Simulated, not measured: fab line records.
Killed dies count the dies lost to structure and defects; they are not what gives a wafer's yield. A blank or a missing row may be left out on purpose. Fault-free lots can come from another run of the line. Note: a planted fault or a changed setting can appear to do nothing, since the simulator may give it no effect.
Which of the tools did it? / flow gf180mcu / 6 lots, 18 wafers sampled, at 1 step of a route of 602

== WHAT EACH GAUGE READ, for each wafer ==
GF_VT_IMPLANT_TW_MEAS_21.
lot=L127; measured=day 6 20:26; on=film metro-04; VT_IMPLANT_2_TW=1206 1205 1205
lot=L130; measured=day 7 13:22; on=film metro-01; VT_IMPLANT_2_TW=1203 1211 1199
lot=L140; measured=day 10 05:05; on=film metro-02; VT_IMPLANT_2_TW=1212 1217 1218
lot=L143; measured=day 10 22:39; on=film metro-04; VT_IMPLANT_2_TW=1211 1211 1206
lot=L145; measured=day 11 12:21; on=film metro-01; VT_IMPLANT_2_TW=1194 1194 1187
lot=L147; measured=day 12 00:47; on=film metro-04; VT_IMPLANT_2_TW=1202 1204 1208

== EACH LOT AND THE TOOL THAT RAN IT (in order: tool; ch and the chambers of the sampled wafers; start) ==
The record shows no process step preceding these readings.

== THE ANSWER, worked out from the rows above alone ==
Rule: the usual values come from the lots themselves. Put in order of their means at a reading, lots are off if they are a third of the lots or fewer, leave a main group of 4 or more, and stand apart from it by a gap of 3 or more times the standard deviation of the main group's means; of several such gaps the widest counts. A main group whose means are all the same, to the digits that the tables above print for the reading, isn't used. A lot without any number at a reading at which 4 lots or more have one is off too. All remaining lots with rows at the step are treated as sound.
Across all readings shown, no lot is off: no conclusion can be drawn from this.

== WHAT THE SIMULATOR HAD PUT IN ==
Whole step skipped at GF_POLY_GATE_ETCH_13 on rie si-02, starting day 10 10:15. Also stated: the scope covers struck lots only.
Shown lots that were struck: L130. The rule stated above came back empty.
